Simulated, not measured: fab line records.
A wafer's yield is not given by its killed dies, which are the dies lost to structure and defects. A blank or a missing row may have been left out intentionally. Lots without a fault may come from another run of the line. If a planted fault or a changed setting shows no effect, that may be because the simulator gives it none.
Matching of chambers | flow gf180mcu | GF_V1_CVD_02 on pecvd-02 has 3 sister chambers
The step deposits SiO2 from TEOS, target thk 850 nm, time 94.851 s. 3 wafers are shown with their chamber, then 8 later ones without.

== WAFERS PAIRED WITH THEIR CHAMBERS ==
wafer  | chamber | heaterPowerW (W)
L915.1 | 0       | 602
L915.5 | 1       | 531
L917.4 | 2       | 661

== WAFERS WITH NO CHAMBER GIVEN ==
wafer  | heaterPowerW (W)
L917.5 | 622
L917.6 | 619
L921.2 | 666
L921.5 | 580
L921.6 | 538
L923.1 | 534
L923.4 | 598
L923.5 | 494

== THE CHAMBER EACH PASSED THROUGH ==
wafer  | from the rows above     | in truth
L917.5 | can't be placed: 0 or 2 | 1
L917.6 | can't be placed: 0 or 2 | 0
L921.2 | 2                       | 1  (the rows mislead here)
L921.5 | can't be placed: 0 or 1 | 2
L921.6 | 1                       | 1
L923.1 | 1                       | 1
L923.4 | 0                       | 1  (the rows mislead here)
L923.5 | 1                       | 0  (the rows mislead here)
Placed correctly: 2 of 8. Unplaceable from these rows: 3, with the true chamber sitting among the candidates in 1. Number placed wrongly: 3.
How it was worked out, from the rows above alone: a wafer's distance from a chamber is the root of the sum, over the readings, of the square of ((its reading less the chamber's mean) divided by the reading's scatter). If the next closest chamber is less than 2 further off than the closest, the wafer can't be placed; otherwise it belongs to the closest. For every chamber, the mean is computed from those of its wafers that are shown. The scatter: root of mean squared gap, hidden wafer to nearest shown wafer, with one shown wafer a chamber.
